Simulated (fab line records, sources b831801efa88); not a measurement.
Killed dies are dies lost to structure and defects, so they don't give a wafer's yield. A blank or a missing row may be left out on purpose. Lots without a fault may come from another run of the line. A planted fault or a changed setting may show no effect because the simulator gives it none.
A struck lot beside a sound one | flow gf180mcu | 36 steps out of a route of 602
Sound: wafers L915.2, L915.3, L915.6. Struck: wafers L920.1, L920.2, L920.5. The cause comes at the end.
At each step with rows: each side's tool, then ch and its chambers, then its first start. Under that, the readings that differ: sound wafers | struck wafers | difference of the means | sigmas: that difference in standard deviations of wafers without a fault.
alike: readings whose means differ by less than 2 such deviations, and words and numbers that are the same on both sides. not compared: withheld readings, readings that some wafer has no value for, bounds like >300 that may hide the same value, and numbers for which the record gives no deviation and whose values overlap.
The two part at a step that has a row with sigmas, a row that says differs or no value, or rows on one side only. Numbers that don't overlap but have no deviation are shown without sigmas and don't part them. A reading that every wafer of one side lacks parts them only if that side has two wafers or more.

GF_HV_LDD_STRIP_49: strips in O2/N2.
  sound on plasma_asher-02 ch 0,1, day 15 17:13; struck on plasma_asher-03 ch 0,1, day 16 23:41
  alike: drypump_motor_current_A, heater_power_w, oes_product_au, platen_temp_c, strip_time_to_endpoint_s
  not compared: rf_hours_counter_h
GF_HV_LDD_TW_MEAS_50:
  sound on film_metro-01, day 15 17:20; struck on film_metro-01, day 16 23:47
  alike: HV_LDD_4_TW
then, 1 step without rows for these wafers: GF_HV_LDD_CLEAN_51 (cleans in SC1/SC2, time 150 s).
GF_HV_LDD_RTA_52: time 10 s.
  sound on rtp_anneal-01 ch 0, day 15 17:26; struck on rtp_anneal-01 ch 0, day 16 23:53
  alike: chamber_o2_ppm, lamp_power_pct, wafer_temp_C_max
GF_HV_LDD_RS_MEAS_53: measures by four-point-probe.
  sound on film_metro-01, day 15 17:31; struck on film_metro-04, day 16 23:58
  reading            | sound             | struck            | difference | sigmas
  HV_LDD_RS (ohm/sq) | 416.8 416.9 417.0 | 419.5 418.9 418.7 | +2.1       | +2
then, 1 step without rows for these wafers: GF_HV_LDD_CVD_54 (deposits SiO2 from TEOS, target thk 10 nm, time 75 s).
GF_HV_LDD_THK_MEAS_55:
  sound on film_metro-02, day 15 19:10; struck on film_metro-02, day 17 01:06
  alike: HV_LDD_CVD_54_THK
then, 1 step without rows for these wafers: GF_HV_LDD_CVD_56 (deposits Si3N4 from DCS/NH3, target thk 90 nm, time 1543 s).
GF_HV_LDD_THK_MEAS_57:
  sound on film_metro-02, day 15 20:38; struck on film_metro-02, day 17 02:35
  alike: HV_LDD_CVD_56_THK
GF_HV_LDD_ETCHBACK_58: etches Si3N4 in CH3F/O2, stops on SiO2, time 100 s, target depth 90 nm.
  sound on rie_diel-02 ch 0,1,3, day 15 20:41; struck on rie_diel-04 ch 2,3, day 17 02:39
  alike: drypump_motor_current_A, oes_product_au, throttle_valve_pct
  not compared: rf_hours_counter_h
then, 2 steps without rows for these wafers: GF_NSD_DEHYDRATE_00 (time 60 s); GF_NSD_HMDS_01 (prime time 60 s).
GF_NSD_COAT_02: resist thk 1000 nm.
  sound on litho_track-02 ch 0, day 16 08:08; struck on litho_track-02, day 17 13:46
  no value came back on the struck wafers for chill_plate_temp_C (C), dispense_pressure_kPa (kPa); on the sound wafers chill_plate_temp_C (C) reads 22.87 22.98 23.03
then, 4 steps without rows for these wafers: GF_NSD_SOFTBAKE_03 (time 60 s); GF_NSD_EXPOSE_04 (exposes mask Nplus, target cd 400 nm); GF_NSD_PEB_05; GF_NSD_DEVELOP_06 (develop time 60 s).
GF_NSD_CD_MEAS_07: target cd 400 nm.
  sound on cd_sem-02, day 16 19:01; struck on cd_sem-02, day 18 01:38
  reading    | sound             | struck | difference                    | sigmas
  cd_nm (nm) | 401.9 402.3 401.2 | - - -  | no value on the struck wafers |
GF_NSD_OVL_MEAS_08:
  sound on overlay-01, day 16 19:07; struck on overlay-01, day 18 01:45
  reading      | sound        | struck | difference                    | sigmas
  NSD_OVL (nm) | -1.0 0.1 0.3 | - - -  | no value on the struck wafers |
then, 2 steps without rows for these wafers: GF_NSD_IMPLANT_09; GF_NSD_IMPLANT_10.
GF_NSD_STRIP_11: strips in O2/N2.
  sound on plasma_asher-02 ch 1, day 16 19:27; struck on plasma_asher-03 ch 0,1, day 18 02:05
  no value came back on the struck wafers for oes_product_au (a.u.), strip_time_to_endpoint_s (s); on the sound wafers oes_product_au (a.u.) reads 0.483 0.486 0.485
  alike: drypump_motor_current_A, heater_power_w, platen_temp_c
  not compared: rf_hours_counter_h
GF_NSD_TW_MEAS_12:
  sound on film_metro-03, day 16 19:34; struck on film_metro-02, day 18 02:11
  alike: NSD_TW
then, 7 steps without rows for these wafers: GF_PSD_DEHYDRATE_00 (time 60 s); GF_PSD_HMDS_01 (prime time 60 s); GF_PSD_COAT_02 (resist thk 1000 nm); GF_PSD_SOFTBAKE_03 (time 60 s); GF_PSD_EXPOSE_04 (exposes mask Pplus, target cd 400 nm); GF_PSD_PEB_05; GF_PSD_DEVELOP_06 (develop time 60 s).
GF_PSD_CD_MEAS_07: target cd 400 nm.
  sound on cd_sem-01, day 17 18:40; struck on cd_sem-01, day 19 01:28
  alike: cd_nm
GF_PSD_OVL_MEAS_08:
  sound on overlay-01, day 17 18:46; struck on overlay-01, day 19 01:35
  alike: PSD_OVL
then, 1 step without rows for these wafers: GF_PSD_IMPLANT_09.
GF_PSD_STRIP_10: strips in O2/N2.
  sound on plasma_asher-01 ch 0,1, day 17 18:57; struck on plasma_asher-04 ch 0,1, day 19 01:46
  alike: drypump_motor_current_A, heater_power_w, oes_product_au, platen_temp_c, strip_time_to_endpoint_s
  not compared: rf_hours_counter_h
GF_PSD_TW_MEAS_11:
  sound on film_metro-03, day 17 19:04; struck on film_metro-03, day 19 01:52
  reading | sound          | struck         | difference | sigmas
  PSD_TW  | 3174 3180 3170 | 4248 4254 4216 | +1065      | +41
then, 1 step without rows for these wafers: GF_PSD_CLEAN_12 (cleans in SC1/SC2, time 150 s).

WHERE THEY PART
First at GF_HV_LDD_RS_MEAS_53; last, within this record, at GF_PSD_TW_MEAS_11.

WHY: what the simulator had put in
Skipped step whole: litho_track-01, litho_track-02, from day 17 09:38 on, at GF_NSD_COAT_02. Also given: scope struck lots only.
